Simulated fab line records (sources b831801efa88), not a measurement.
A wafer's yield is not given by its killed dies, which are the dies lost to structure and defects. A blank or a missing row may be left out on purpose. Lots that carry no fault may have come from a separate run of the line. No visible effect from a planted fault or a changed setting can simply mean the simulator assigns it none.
2 desks looking at one fault + flow gf180mcu + each desk holds nothing but its own numbers, with what lay behind them at the end

AT THE METROLOGY DESK
Lot by lot, what the gauges showed, no matter which tool ran the lot: averages of those sampled wafers that carry a number. If a lot's mean is further than 4 standard deviations from the usual mean, the lot is out of limits and carries the mark OUT (the distance appears in the brackets).
Columns: A = MIM_CVD_05_THK at GF_MIM_THK_MEAS_06, usual 43.0 nm; B = MIM_ALCU_RS at GF_MIM_RS_MEAS_10, usual 0.1593 ohm/sq; C = PASSIVATION_CVD_00_THK at GF_PASSIVATION_THK_MEAS_01, usual 1037 nm
| lot  | first seen here | A    | B      | C    |
|------|-----------------|------|--------|------|
| L324 | day 24 05:25    | 43.2 | 0.1570 | 1047 |
| L325 | day 24 19:59    | 42.8 | 0.1572 | 1037 |
| L326 | day 25 00:16    | 43.1 | 0.1566 | 1040 |
| L327 | day 25 07:52    | 43.2 | 0.1608 | 1028 |
| L328 | day 25 20:05    | 42.4 | 0.1579 | 1062 |
| L330 | day 26 21:25    | 43.3 | 0.1625 | 1038 |
| L335 | day 28 03:39    | 42.8 | 0.1606 | 1045 |
| L336 | day 28 08:55    | 43.3 | 0.1606 | 1021 |
| L342 | day 30 03:16    | 42.9 | 0.1604 | 1043 |
| L346 | day 31 02:35    | 42.5 | 0.1602 | 1028 |
Finding of this desk: none of the 10 lots has anything out of limits.

DESK OF THE TOOL OWNER: pvd_sputter-04
The tool's own readings at GF_TOP_METAL_SPUTTER_03 (material Ti, target thk 5 nm, time 3.3 s): means of the sampled wafers that have a number, for each lot that ran on this tool. If a lot's mean is further than 4 standard deviations from the usual mean, the lot is out of limits and carries the mark OUT (the distance appears in the brackets).
Columns: A = chamber_pressure_pa at GF_TOP_METAL_SPUTTER_03, usual 0.3001 Pa; B = throttle_valve_pct at GF_TOP_METAL_SPUTTER_03, usual 29.7 %
| lot  | first seen here | A                | B    |
|------|-----------------|------------------|------|
| L326 | day 27 18:00    | 0.2999           | 29.0 |
| L327 | day 28 00:38    | 0.2998           | 29.4 |
| L328 | day 28 12:15    | 0.3000           | 29.2 |
| L335 | day 30 16:47    | 0.2491 (-81) OUT | 31.9 |
| L336 | day 30 20:32    | 0.2488 (-81) OUT | 32.1 |
This desk's finding: out of limits on L335, L336; first on L335, day 30 16:47 (chamber_pressure_pa at GF_TOP_METAL_SPUTTER_03). L326, L327, L328: within limits.

ALL TOGETHER
At day 30 16:47, on L335, L336, the tool owner's desk was in a position to raise an alarm.
Metrology desk: nothing out of limits seen.
The metrology desk holds a record of L335, L336, inside its limits.
On pvd_sputter-04, each named lot ran GF_TOP_METAL_SPUTTER_03.

WHAT THE SIMULATOR PUT IN
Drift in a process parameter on pvd_sputter-04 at GF_TOP_METAL_SPUTTER_03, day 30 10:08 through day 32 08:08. A move of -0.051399 in setting chamber_pressure_pa, from 0.3. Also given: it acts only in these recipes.
Struck lots among those shown: L335, L336.
Time in hours from fault onset to the first out-of-limits reading at each desk: the tool owner's desk, 7.
